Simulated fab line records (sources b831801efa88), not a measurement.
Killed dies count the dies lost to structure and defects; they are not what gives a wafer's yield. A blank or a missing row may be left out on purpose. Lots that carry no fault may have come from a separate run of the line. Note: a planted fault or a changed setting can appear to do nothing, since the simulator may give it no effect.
Split-lot study	flow sfqLine	23 wafers read from 5 lots, route of 325 steps

THE SPLIT
At SFQ_TRILAYER_I2_VIA_LITHO_COAT_067 (resist thk 650 nm), the setting resistThkNm was moved away from the recipe's 650 nm on 7 of the 23 wafers read, by -2.4% to +5.8%. For the rest of the wafers, this setting stayed at what the recipe calls for.

FROM THE SPLIT TO THE READING: what the file shows between them, 4 steps
- SFQ_TRILAYER_I2_VIA_LITHO_SOFTBAKE_071
- SFQ_TRILAYER_I2_VIA_LITHO_EXPOSE_068: exposes mask I2, target cd 500 nm
- SFQ_TRILAYER_I2_VIA_LITHO_DEVELOP_069: time 60 s
- SFQ_TRILAYER_I2_VIA_BARC_OPEN_VIA_ETCH_096: etches BARC in O2, target depth 125 nm, time 41.7 s

THE READING
KrF_of_TRILAYER_I2_VIA_LITHO_COAT_067.thkNm (the simulator's own value, which no gauge read), in nm, at SFQ_TRILAYER_I2_VIA_ETCH_VIA_ETCH_070 (etches SiO2 in CHF3, stops on Nb, target depth 260 nm). There is no usual value for it anywhere in the file. Average 527.2 nm, standard deviation 2 nm, over the 16 wafers here run with the recipe.

wafer	tool, chamber at the split	resistThkNm as run, nm	against the recipe	KrF_of_TRILAYER_I2_VIA_LITHO_COAT_067.thkNm, nm	against lot-mates on the recipe
L077.1	lithoTrack-01, 0	634.6	-2.4%	515.6	-16.1
L077.2	lithoTrack-01, 0	634.6	-2.4%	514.2	-17.5
L077.3	lithoTrack-01, 0	650	recipe	530.7	-
L077.4	lithoTrack-01, 0	634.6	-2.4%	514.9	-16.8
L077.6	lithoTrack-01, 0	650	recipe	532.6	-
L078.1	lithoTrack-01, 0	650	recipe	525.4	-
L078.2	lithoTrack-01, 0	650	recipe	525.9	-
L078.3	lithoTrack-01, 0	650	recipe	527	-
L078.5	lithoTrack-01, 0	687.9	+5.8%	564.7	+38.6
L078.6	lithoTrack-01, 0	687.9	+5.8%	563	+36.9
L079.1	lithoTrack-04, 0	650	recipe	524.9	-
L079.2	lithoTrack-04, 0	650	recipe	528.8	-
L079.3	lithoTrack-04, 0	650	recipe	525.7	-
L079.4	lithoTrack-04, 0	650	recipe	528.7	-
L079.6	lithoTrack-04, 0	650	recipe	527.7	-
L082.1	lithoTrack-01, 0	676	+4.0%	550.3	+24.2
L082.3	lithoTrack-01, 0	650	recipe	526.9	-
L082.4	lithoTrack-01, 0	676	+4.0%	551.9	+25.8
L082.5	lithoTrack-01, 0	650	recipe	526.5	-
L082.6	lithoTrack-01, 0	650	recipe	524.8	-
L084.1	lithoTrack-04, 0	650	recipe	526.3	-
L084.4	lithoTrack-04, 0	650	recipe	526.9	-
L084.5	lithoTrack-04, 0	650	recipe	526.2	-

THE FIT
A straight line over all 23 wafers: KrF_of_TRILAYER_I2_VIA_LITHO_COAT_067.thkNm changes by +6 nm for each +1% of resistThkNm; r = +0.99; the points scatter about the line by 2 nm.
The same after taking each lot's own level away (the mean of its wafers on the recipe; 23 wafers): +6.53 nm for each +1%; r = +1.00; scatter 1.1 nm.
That fit puts the effect of the largest move of resistThkNm on the reading at 38 nm.
Across the lots, their own levels run from 526.07 to 531.65 nm, a range of 2.7 times the standard deviation given above.
The two slopes are in agreement: the lot-to-lot level therefore moves the slope only a little.
Check: +37.5 nm against its lot-mates is what the line predicts for one of the wafers moved furthest among these (+5.8%) when that wafer is left out of the fit. Against them it came out at +38.6 nm.

FURTHER SPLITS ON THESE WAFERS
Note: prior to the reading, these wafers also went through further splits. Each is held against what the fit with the lots' levels taken away leaves over:
other split on the same wafers	wafers away from the commonest value	r with KrF_of_TRILAYER_I2_VIA_LITHO_COAT_067.thkNm (lot level and that fit taken away)
SFQ_TRILAYER_M1_BARC_OPEN_METAL_ETCH_054 icpW	7	-0.09
SFQ_TRILAYER_I1_VIA_LITHO_COAT_049 spinRpm	9	-0.16
SFQ_TRILAYER_I1_VIA_ETCH_VIA_ETCH_052 sourceW	8	-0.04
SFQ_TRILAYER_M2_LITHO_PEB_060 pebTempC	8	-0.11

THE WHOLE CHAIN: every reading that the file lists as answering this split, in the file's order
step	what it does	reading	change (the file's fit)	r (the file's)
SFQ_TRILAYER_I2_VIA_LITHO_COAT_067	resist thk 650 nm	KrF_of_TRILAYER_I2_VIA_LITHO_COAT_067.thkNm (the simulator's own value, which no gauge read)	+6.29 nm for each +1% of the setting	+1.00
SFQ_TRILAYER_I2_VIA_BARC_OPEN_VIA_ETCH_096	etches BARC in O2, target depth 125 nm, time 41.7 s	KrF_of_TRILAYER_I2_VIA_LITHO_COAT_067.thkNm (the simulator's own value, which no gauge read)	+6.39 nm for each +1% of the setting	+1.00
SFQ_TRILAYER_I2_VIA_ETCH_VIA_ETCH_070	etches SiO2 in CHF3, stops on Nb, target depth 260 nm	KrF_of_TRILAYER_I2_VIA_LITHO_COAT_067.thkNm (the simulator's own value, which no gauge read)	+6.48 nm for each +1% of the setting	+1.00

FILE'S OWN FIT
KrF_of_TRILAYER_I2_VIA_LITHO_COAT_067.thkNm changes by +6.48 nm for each +1% of resistThkNm, r = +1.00.
